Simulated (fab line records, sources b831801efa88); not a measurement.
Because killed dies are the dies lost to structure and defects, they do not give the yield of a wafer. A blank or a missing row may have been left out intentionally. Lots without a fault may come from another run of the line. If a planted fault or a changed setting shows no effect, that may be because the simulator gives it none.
Problem report in the 8D (eight disciplines) form, filled by code / flow sky130 / the parts of the form that need people (team, actions taken, sign-off) are left out

1. PROBLEM STATEMENT
Mean of oes-product-au at SKY_VIA3_ETCH_15: 1.020 a.u. across 3 wafers in 3 lots; on wafers with no fault it is 0.946 a.u. (standard deviation 0.0055). Relative to the usual mean, that is a shift of +14 standard deviations.
The step: etches SiO2 in C4F8/O2/Ar, stops on TiN, target depth 507 nm, time 78 s.
First seen on wafer L189.4, day 41 11:38, on rie-diel-02. Wafers with a number at this step in the record: 39, from 13 lots. Rule for "out" (also "out of limits"): further than 4 standard deviations from the usual mean. The other wafers with a number count as sound.

2. WHAT THIS IS AND IS NOT
question=which readings at this step | is=oes-product-au | is not=-
question=which lots | is=L189, L191, L195 | is not=L184, L185, L186, L187, L188, L199, L203, L205, L206, L207
question=which wafers of those lots | is=L189.4, L191.2, L195.4 | is not=L189.3, L189.6, L191.3, L191.5, L195.1, L195.6
question=read on which tools | is=rie-diel-02 | is not=rie-diel-03, rie-diel-04
question=when | is=from day 41 11:38 | is not=up to then (17 sound wafers); but 19 sound wafers of L191, L195, L199, L203, L205, L206, L207 came after

3. SUSPECTS, AND WHAT RULES EACH OUT
Counting: a tool at a process step up to the reading stays a suspect if it ran every lot that is out. Sound lots after the first of them don't rule it out here, since some wafers of a struck lot are sound.
- cmp-02 at SKY_VIA3_CMP_02 (polishes SiO2): kept. It ran every lot that is out, first L189 (day 40 10:44); its last sound lot up to then is L188 (day 40 04:33).
- rie-diel-02 at SKY_VIA3_ETCH_15 (etches SiO2 in C4F8/O2/Ar, stops on TiN, target depth 507 nm, time 78 s): kept. It ran every lot that is out, first L189 (day 41 11:38); its last sound lot up to then is L188 (day 41 05:19). On those wafers its own readings are out: oes-product-au.
Left after counting: cmp-02 at SKY_VIA3_CMP_02, rie-diel-02 at SKY_VIA3_ETCH_15.

4. THE CAUSE (what the simulator had put in)
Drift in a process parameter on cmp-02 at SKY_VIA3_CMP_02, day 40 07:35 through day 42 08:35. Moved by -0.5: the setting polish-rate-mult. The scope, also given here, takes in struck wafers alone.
After counting, 2 suspects remain, this tool included.

5. SEQUENCE OF EFFECTS, ordered by route
Each row: a reading whose mean over the struck wafers that have a number lies more than 3 standard deviations from the usual. Only readings for which the record gives a usual standard deviation are gone through. hours: the time from each lot's start at the first step in this table that gives one to its start at this step, as a median over the lots. sigmas: the change in usual standard deviations.
hours=0; step=SKY_VIA3_ETCH_15; reading=oes-product-au; usual=0.946 a.u.; on struck wafers=1.020; change=+0.074; sigmas=+14
Process steps it contains:
- SKY_VIA3_ETCH_15: etches SiO2 in C4F8/O2/Ar, stops on TiN, target depth 507 nm, time 78 s.

6. WHAT WOULD HAVE CAUGHT IT SOONER
In this record the first reading out of limits was taken at day 41 11:38, 28 hours after the fault began at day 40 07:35.
No tool reading at SKY_VIA3_CMP_02 that has a usual standard deviation in the record was out on any struck wafer, so an alarm limit of 4 standard deviations on those readings would not have fired.
Among the 3 lots that are out, L195 began SKY_VIA3_CMP_02 on cmp-02 after day 41 11:38. It would have been spared by a hold on the tool at that moment.
